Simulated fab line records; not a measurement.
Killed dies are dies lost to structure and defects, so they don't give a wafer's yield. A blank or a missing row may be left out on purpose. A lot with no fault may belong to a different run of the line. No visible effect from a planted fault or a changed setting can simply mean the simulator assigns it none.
Comparing a struck lot with a sound one | flow sfq-line | 43 steps out of a route of 325
Sound: wafers L393.4, L393.5, L393.6. Struck: wafer L401.5. (L401.1, L401.3 of the same lot were not struck and are left out.) The cause comes at the end.
At each step with rows: each side's tool, then ch and its chambers, then its first start. Under that, the readings that differ: sound wafers | struck wafers | difference of the means | sigmas: that difference in standard deviations of wafers without a fault.
alike: readings with means less than 2 such deviations apart, plus words and numbers identical on both sides. not compared: withheld readings, readings lacking a value on some wafer, bounds such as >300 that could conceal the same value, and numbers that have no deviation in the record and whose values overlap.
A row with sigmas, a row that says differs or no value, or rows on one side alone: a step with any of these is where the two part. When numbers do not overlap yet have no deviation, they are printed without sigmas and do not part them. Lack of a reading on every wafer of one side parts them only where that side has two or more wafers.

first, 6 steps without rows for these wafers: SFQ_TRILAYER_M4_LITHO_COAT_098 (resist thk 62 nm); SFQ_TRILAYER_M4_LITHO_COAT_093 (resist thk 600 nm); SFQ_TRILAYER_M4_LITHO_SOFTBAKE_097; SFQ_TRILAYER_M4_LITHO_EXPOSE_094 (exposes mask M4, target cd 500 nm); SFQ_TRILAYER_M4_LITHO_PEB_096 (peb time 60 s); SFQ_TRILAYER_M4_LITHO_DEVELOP_095 (time 60 s).
SFQ_M4_OVL_MEAS_926:
  struck on overlay-02, day 45 20:58; sound on overlay-01, day 42 15:05
  alike: M4_OVL
SFQ_TRILAYER_M4_BARC_OPEN_METAL_ETCH_123: etches BARC in O2, target depth 125 nm, time 41.7 s.
  sound on rie-metal-01 ch 0,1, day 42 15:07; struck on rie-metal-01 ch 1, day 45 20:59
  reading               | sound             | struck | difference | sigmas
  oes-product-au (a.u.) | 0.676 0.678 0.686 | 0.694  | +0.014     | +3
  alike: drypump-motor-current-A
  not compared: rf-hours-counter-h
then, 3 steps without rows for these wafers: SFQ_TRILAYER_M4_ETCH_METAL_ETCH_096 (etches Nb in Cl2/Ar, stops on SiO2, target depth 240 nm, time 120 s); SFQ_TRILAYER_M4_STRIP_STRIP_097 (strips in O2); SFQ_TRILAYER_M4_STRIP_SOLV_CLEAN_098 (cleans in NMP, time 600 s).
SFQ_TRILAYER_I4_DEP_PECVD_099: deposits SiO2 from SiH4/N2O, time 111.11 s, target thk 500 nm.
  sound on pecvd-03 ch 0,1,2, day 42 16:06; struck on pecvd-01 ch 2, day 45 21:57
  alike: heater-power-w, throttle-valve-pct
SFQ_TRILAYER_I4_CMP_CMP_100: polishes SiO2.
  sound on cmp-01 ch 0,2,3, day 43 05:53; struck on cmp-01 ch 3, day 46 08:13
  reading                                             | sound             | struck | difference | sigmas
  time-to-endpoint-s (s)                              | 228 216 222       | 271    | +49        | +5
  model.SiO2_of_TRILAYER_I4_DEP_PECVD_099.thk-nm (nm) | 199.9 199.4 200.8 | 301    | +101       |
  alike: motor-current-A
SFQ_I4_BOW_MEAS_927:
  struck on film-metro-02, day 46 08:43; sound on film-metro-01, day 43 07:26
  reading     | sound    | struck | difference | sigmas
  I4_BOW (um) | 17 17 14 | -4     | -20        | -2
SFQ_TRILAYER_I4_METRO_MEASURE_101:
  struck on film-metro-02, day 46 08:50; sound on film-metro-01, day 43 08:06
  reading     | sound             | struck | difference | sigmas
  thk-nm (nm) | 199.8 199.4 200.7 | 301.1  | +101.1     | +78
then, 6 steps without rows for these wafers: SFQ_TRILAYER_I4_VIA_LITHO_COAT_108 (resist thk 62 nm); SFQ_TRILAYER_I4_VIA_LITHO_COAT_103 (resist thk 650 nm); SFQ_TRILAYER_I4_VIA_LITHO_SOFTBAKE_107; SFQ_TRILAYER_I4_VIA_LITHO_EXPOSE_104 (exposes mask I4, target cd 700 nm); SFQ_TRILAYER_I4_VIA_LITHO_PEB_106 (peb time 60 s); SFQ_TRILAYER_I4_VIA_LITHO_DEVELOP_105 (time 60 s).
-- the record jumps here: 5 days lie between the struck wafers' starts before and after --
SFQ_I4_OVL_MEAS_928:
  struck on overlay-02, day 50 20:55; sound on overlay-01, day 49 04:00
  alike: I4_OVL
SFQ_TRILAYER_I4_VIA_BARC_OPEN_VIA_ETCH_146: etches BARC in O2, target depth 125 nm, time 41.7 s.
  sound on rie-diel-03 ch 1,2,3, day 49 04:01; struck on rie-diel-02 ch 3, day 50 20:56
  alike: drypump-motor-current-A, oes-product-au
  not compared: rf-hours-counter-h
SFQ_TRILAYER_I4_VIA_ETCH_VIA_ETCH_106: etches SiO2 in CHF3, stops on Nb, target depth 260 nm.
  sound on rie-diel-03 ch 1,2,3, day 49 04:04; struck on rie-diel-02 ch 3, day 50 20:59
  reading                        | sound             | struck | difference | sigmas
  oes-product-au (a.u.)          | 0.856 0.856 0.860 | 0.998  | +0.141     | +28
  model.etch.depth-nm (nm)       | 199.9 199.4 200.8 | 257.8  | +57.8      |
  model.I4.feature-depth-nm (nm) | 199.9 199.4 200.8 | 257.8  | +57.8      |
  alike: drypump-motor-current-A
then, 4 steps without rows for these wafers: SFQ_TRILAYER_I4_VIA_STRIP_STRIP_107 (strips in O2); SFQ_TRILAYER_I4_VIA_STRIP_SOLV_CLEAN_108 (cleans in NMP, time 600 s); SFQ_TRILAYER_JJ_TRILAYER_DEP_PRE_CLEAN_113 (time 22.5 s); SFQ_TRILAYER_JJ_TRILAYER_DEP_SPUTTER_109 (material Nb, target thk 150 nm, time 100 s).
SFQ_TRILAYER_JJ_TRILAYER_DEP_SPUTTER_110: material Al, target thk 8 nm, time 10 s.
  struck on pvd-sputter-03, day 50 21:58; sound on pvd-sputter-05, day 49 05:03
  alike: throttle-valve-pct
then, 1 step without rows for these wafers: SFQ_TRILAYER_JJ_TRILAYER_DEP_AL_OXIDATION_111 (oxidation time 600 s).
SFQ_TRILAYER_JJ_TRILAYER_DEP_SPUTTER_112: material Nb, target thk 170 nm, time 113.3 s.
  struck on pvd-sputter-03, day 50 22:59; sound on pvd-sputter-05, day 49 06:04
  alike: throttle-valve-pct
SFQ_JJ_RS_MEAS_929: the measuring method here is four-point-probe.
  struck on film-metro-04, day 50 23:04; sound on film-metro-02, day 49 06:13
  alike: JJ_NB_RS
then, 6 steps without rows for these wafers: SFQ_TRILAYER_JJ_CE_LITHO_COAT_119 (resist thk 62 nm); SFQ_TRILAYER_JJ_CE_LITHO_COAT_114 (resist thk 600 nm); SFQ_TRILAYER_JJ_CE_LITHO_SOFTBAKE_118; SFQ_TRILAYER_JJ_CE_LITHO_EXPOSE_115 (exposes mask J5, target cd 700 nm); SFQ_TRILAYER_JJ_CE_LITHO_PEB_117 (peb time 60 s); SFQ_TRILAYER_JJ_CE_LITHO_DEVELOP_116 (time 60 s).
-- the record jumps here: 5 days lie between the struck wafers' starts before and after --
SFQ_JJ_OVL_MEAS_931:
  struck on overlay-01, day 56 04:49; sound on overlay-01, day 54 13:14
  alike: J5_OVL
then, 2 steps without rows for these wafers: SFQ_TRILAYER_JJ_CE_METRO_MEASURE_117; SFQ_TRILAYER_JJ_CE_BARC_OPEN_RIE_150 (chemistry O2, target BARC, target depth 240 nm, time 80 s).
-- the record jumps here: 5 days lie between the struck wafers' starts before and after --
SFQ_TRILAYER_M5_ETCH_METAL_ETCH_126: etches Nb in Cl2/BCl3, stops on SiO2, time 203.2 s, target depth 265 nm.
  sound on rie-metal-01 ch 0,1, day 59 19:17; struck on rie-metal-04 ch 0, day 61 16:08
  reading                                             | sound             | struck | difference | sigmas
  model.SiO2_of_TRILAYER_I4_DEP_PECVD_099.thk-nm (nm) | 179.9 179.7 180.7 | 281.9  | +101.8     |
  alike: drypump-motor-current-A, oes-product-au
  not compared: rf-hours-counter-h
-- the record jumps here: 24 days lie between the struck wafers' starts before and after --
SFQ_M8_BOW_MEAS_951:
  struck on film-metro-04, day 85 18:19; sound on film-metro-04, day 81 20:53
  reading                 | sound             | struck | difference | sigmas
  model.etest.i4.link-ohm | 2.179 2.183 2.193 | 1e+06  | +1e+06     |
  alike: M8_BOW

== WHERE THEY PART ==
First at SFQ_TRILAYER_M4_BARC_OPEN_METAL_ETCH_123; last, within this record, at SFQ_TRILAYER_I4_VIA_ETCH_VIA_ETCH_106. Later steps at which nothing parts them and some readings are alike: SFQ_TRILAYER_JJ_TRILAYER_DEP_SPUTTER_110, SFQ_TRILAYER_JJ_TRILAYER_DEP_SPUTTER_112, SFQ_JJ_RS_MEAS_929, SFQ_JJ_OVL_MEAS_931, SFQ_TRILAYER_M5_ETCH_METAL_ETCH_126, SFQ_M8_BOW_MEAS_951.

WHY: what the simulator had put in
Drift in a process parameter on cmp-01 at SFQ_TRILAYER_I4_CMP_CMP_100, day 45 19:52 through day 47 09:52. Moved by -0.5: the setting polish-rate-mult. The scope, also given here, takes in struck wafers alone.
